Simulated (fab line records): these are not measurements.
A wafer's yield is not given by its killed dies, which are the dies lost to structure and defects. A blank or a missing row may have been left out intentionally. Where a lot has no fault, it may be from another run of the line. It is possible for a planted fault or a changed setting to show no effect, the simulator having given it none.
The tool behind it: which one? + flow sfq line + 21 wafers from 7 lots sampled at 2 of the route's 325 steps

## WHAT EACH GAUGE READ, for each wafer
SFQ_I2_BOW_MEAS_917.
| lot  | measured     | on            | I2_BOW (um) |
|------|--------------|---------------|-------------|
| L651 | day 38 08:32 | film metro-04 | 7 -6 2      |
| L654 | day 38 21:56 | film metro-03 | 2 -11 -1    |
| L659 | day 40 02:47 | film metro-04 | -3 3 11     |
| L663 | day 40 14:46 | film metro-01 | 4 21 8      |
| L667 | day 41 14:58 | film metro-01 | -10 8 -2    |
| L669 | day 42 13:54 | film metro-01 | 16 12 19    |
| L672 | day 43 10:18 | film metro-03 | 10 1 -1     |

## EACH LOT AND THE TOOL THAT RAN IT (in order: tool; ch and the chambers of the sampled wafers; start)
| lot  | SFQ_TRILAYER_I2_DEP_PECVD_063 |
|------|-------------------------------|
| L651 | pecvd-02 ch 0,1, day 36 22:13 |
| L654 | pecvd-02 ch 0,2, day 37 16:45 |
| L659 | pecvd-02 ch 0,2, day 39 05:10 |
| L663 | pecvd-04 ch 1,2, day 39 22:41 |
| L667 | pecvd-04 ch 1,2, day 41 11:53 |
| L669 | pecvd-02 ch 0,2, day 42 10:49 |
| L672 | pecvd-02 ch 1,2, day 43 07:13 |
- SFQ_TRILAYER_I2_DEP_PECVD_063: deposits SiO2 from SiH4/N2O, time 111.11 s, target thk 500 nm.

## THE ANSWER, worked out from the rows above alone
Rule: what is usual is taken from the lots themselves. The widest of any qualifying gaps counts: lots, ordered by their means at a reading, are off when they make up no more than a third of the lots, leave a main group of 4 or more, and stand apart from it by 3 or more times the standard deviation of that group's means. A main group whose means are all the same, to the digits that the tables above print for the reading, isn't used. A lot without any number at a reading at which 4 lots or more have one is off too. The other lots that the step has rows for count as sound.
No lot is off on any of the readings shown, so nothing can be concluded from this.

## WHAT THE SIMULATOR HAD PUT IN
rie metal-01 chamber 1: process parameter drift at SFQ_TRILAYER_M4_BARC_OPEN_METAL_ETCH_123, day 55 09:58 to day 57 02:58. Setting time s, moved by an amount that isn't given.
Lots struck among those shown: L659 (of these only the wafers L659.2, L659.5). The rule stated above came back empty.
